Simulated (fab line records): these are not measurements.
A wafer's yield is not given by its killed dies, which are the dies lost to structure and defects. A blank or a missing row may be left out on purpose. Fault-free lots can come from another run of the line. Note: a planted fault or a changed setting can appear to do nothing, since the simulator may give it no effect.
Which tool did it? || flow sky130 || 33 wafers from 11 lots sampled at 6 of the route's 708 steps

## WHAT EACH GAUGE READ, for each wafer
SKY_METAL1_RS_MEAS_05: a four-point-probe measurement.
{"lot": "L705", "measured": "day 33 04:38", "on": "film_metro-03", "METAL1_ALCU_RS (ohm/sq)": "0.1266 0.1260 0.1255"}
{"lot": "L707", "measured": "day 33 18:23", "on": "film_metro-03", "METAL1_ALCU_RS (ohm/sq)": "0.1263 0.1260 0.1257"}
{"lot": "L708", "measured": "day 34 08:45", "on": "film_metro-03", "METAL1_ALCU_RS (ohm/sq)": "0.1266 0.1257 0.1259"}
{"lot": "L718", "measured": "day 37 06:31", "on": "film_metro-03", "METAL1_ALCU_RS (ohm/sq)": "0.1270 0.1250 0.1254"}
{"lot": "L719", "measured": "day 37 12:19", "on": "film_metro-03", "METAL1_ALCU_RS (ohm/sq)": "0.1283 0.1276 0.1270"}
{"lot": "L720", "measured": "day 37 23:55", "on": "film_metro-04", "METAL1_ALCU_RS (ohm/sq)": "0.1268 0.1269 0.1266"}
{"lot": "L721", "measured": "day 38 12:07", "on": "film_metro-01", "METAL1_ALCU_RS (ohm/sq)": "0.1261 0.1275 0.1273"}
{"lot": "L722", "measured": "day 38 14:55", "on": "film_metro-01", "METAL1_ALCU_RS (ohm/sq)": "0.1282 0.1275 0.1273"}

## TOOL THAT RAN EACH LOT (tool first, then ch and the chambers of the sampled wafers, then the start)
{"lot": "L705", "SKY_CONTACT_ETCH_17": "rie_diel-02 ch 0,2, day 33 03:10", "SKY_CONTACT_ETCH_18": "rie_diel-02 ch 0,2, day 33 03:15 or earlier", "SKY_CONTACT_STRIP_19": "plasma_asher-03 ch 0, day 33 03:15", "SKY_CONTACT_CMP_27": "cmp-01 ch 0,1,2, day 33 04:18", "SKY_METAL1_SPUTTER_02": "pvd_sputter-02, day 33 04:33"}
{"lot": "L707", "SKY_CONTACT_ETCH_17": "rie_diel-03 ch 1,2,3, day 33 16:51", "SKY_CONTACT_ETCH_18": "rie_diel-03 ch 1,2,3, day 33 16:56 or earlier", "SKY_CONTACT_STRIP_19": "plasma_asher-02 ch 0,1, day 33 16:56", "SKY_CONTACT_CMP_27": "cmp-02 ch 0,3, day 33 17:53", "SKY_METAL1_SPUTTER_02": "pvd_sputter-01, day 33 18:14"}
{"lot": "L708", "SKY_CONTACT_ETCH_17": "rie_diel-01 ch 0,2,3, day 34 07:11", "SKY_CONTACT_ETCH_18": "rie_diel-01 ch 0,2,3, day 34 07:16 or earlier", "SKY_CONTACT_STRIP_19": "plasma_asher-03 ch 0,1, day 34 07:16", "SKY_CONTACT_CMP_27": "cmp-01 ch 0,1,2, day 34 08:19", "SKY_METAL1_SPUTTER_02": "pvd_sputter-02, day 34 08:40"}
{"lot": "L710", "SKY_CONTACT_ETCH_17": "rie_diel-03 ch 2,3, day 35 03:10", "SKY_CONTACT_ETCH_18": "rie_diel-03 ch 2,3, day 35 03:15 or earlier", "SKY_CONTACT_STRIP_19": "plasma_asher-03 ch 0,1, day 35 03:15", "SKY_CONTACT_CMP_27": "cmp-02 ch 0,3, day 35 04:17", "SKY_METAL1_SPUTTER_02": "-"}
{"lot": "L712", "SKY_CONTACT_ETCH_17": "rie_diel-02 ch 1,3, day 35 07:06", "SKY_CONTACT_ETCH_18": "rie_diel-02 ch 1,3, day 35 07:14 or earlier", "SKY_CONTACT_STRIP_19": "plasma_asher-03 ch 0,1, day 35 07:14", "SKY_CONTACT_CMP_27": "cmp-02 ch 1,2,3, day 35 08:17", "SKY_METAL1_SPUTTER_02": "-"}
{"lot": "L711", "SKY_CONTACT_ETCH_17": "rie_diel-01 ch 0,1,3, day 35 07:19", "SKY_CONTACT_ETCH_18": "rie_diel-01 ch 0,1,3, day 35 07:24 or earlier", "SKY_CONTACT_STRIP_19": "plasma_asher-04 ch 0, day 35 07:24", "SKY_CONTACT_CMP_27": "cmp-01 ch 1,3, day 35 08:23", "SKY_METAL1_SPUTTER_02": "-"}
{"lot": "L718", "SKY_CONTACT_ETCH_17": "rie_diel-03 ch 2,3, day 37 05:02", "SKY_CONTACT_ETCH_18": "rie_diel-03 ch 2,3, day 37 05:07 or earlier", "SKY_CONTACT_STRIP_19": "plasma_asher-02 ch 0,1, day 37 05:07", "SKY_CONTACT_CMP_27": "cmp-01 ch 1,2, day 37 06:04", "SKY_METAL1_SPUTTER_02": "pvd_sputter-01, day 37 06:25"}
{"lot": "L719", "SKY_CONTACT_ETCH_17": "rie_diel-01 ch 0,1, day 37 10:47", "SKY_CONTACT_ETCH_18": "rie_diel-01 ch 0,1, day 37 10:55 or earlier", "SKY_CONTACT_STRIP_19": "plasma_asher-04 ch 0,1, day 37 10:55", "SKY_CONTACT_CMP_27": "cmp-02 ch 2,3, day 37 11:52", "SKY_METAL1_SPUTTER_02": "pvd_sputter-02, day 37 12:10"}
{"lot": "L720", "SKY_CONTACT_ETCH_17": "rie_diel-02 ch 0,1, day 37 22:21", "SKY_CONTACT_ETCH_18": "rie_diel-02 ch 0,1, day 37 22:29 or earlier", "SKY_CONTACT_STRIP_19": "plasma_asher-03 ch 0,1, day 37 22:29", "SKY_CONTACT_CMP_27": "cmp-01 ch 0,2,3, day 37 23:29", "SKY_METAL1_SPUTTER_02": "pvd_sputter-04, day 37 23:46"}
{"lot": "L721", "SKY_CONTACT_ETCH_17": "rie_diel-01 ch 0,2,3, day 38 10:36", "SKY_CONTACT_ETCH_18": "rie_diel-01 ch 0,2,3, day 38 10:44 or earlier", "SKY_CONTACT_STRIP_19": "plasma_asher-02 ch 0,1, day 38 10:44", "SKY_CONTACT_CMP_27": "cmp-02 ch 1,3, day 38 11:38", "SKY_METAL1_SPUTTER_02": "pvd_sputter-04, day 38 11:59"}
{"lot": "L722", "SKY_CONTACT_ETCH_17": "rie_diel-02 ch 1,3, day 38 13:25", "SKY_CONTACT_ETCH_18": "rie_diel-02 ch 1,3, day 38 13:32 or earlier", "SKY_CONTACT_STRIP_19": "plasma_asher-02 ch 0,1, day 38 13:32", "SKY_CONTACT_CMP_27": "cmp-01 ch 0,1, day 38 14:29", "SKY_METAL1_SPUTTER_02": "pvd_sputter-01, day 38 14:47"}
- SKY_CONTACT_ETCH_17: etches SiO2 in C4F8/O2/Ar, stops on Si3N4, target depth 340 nm.
- SKY_CONTACT_ETCH_18: etches Si3N4 in CHF3/O2, stops on TiN, time 39 s, target depth 75 nm.
- SKY_CONTACT_STRIP_19: strips in O2/N2.
- SKY_CONTACT_CMP_27: polishes, stops on SiO2, t overpolish 15 s, target thk 0 nm.
- SKY_METAL1_SPUTTER_02: material AlCu, target thk 250 nm, time 13.3 s.

## THE ANSWER, worked out from the rows above alone
Rule: the usual values come from the lots themselves. The widest of any qualifying gaps counts: lots, ordered by their means at a reading, are off when they make up no more than a third of the lots, leave a main group of 4 or more, and stand apart from it by 3 or more times the standard deviation of that group's means. A main group is skipped when, at the precision printed for the reading in the tables above, its means are all equal. Also off: a lot with no number at a reading for which 4 or more lots have one. All remaining lots with rows at the step are treated as sound.
Across all readings shown, no lot is off: no conclusion can be drawn from this.

## WHAT THE SIMULATOR PUT IN
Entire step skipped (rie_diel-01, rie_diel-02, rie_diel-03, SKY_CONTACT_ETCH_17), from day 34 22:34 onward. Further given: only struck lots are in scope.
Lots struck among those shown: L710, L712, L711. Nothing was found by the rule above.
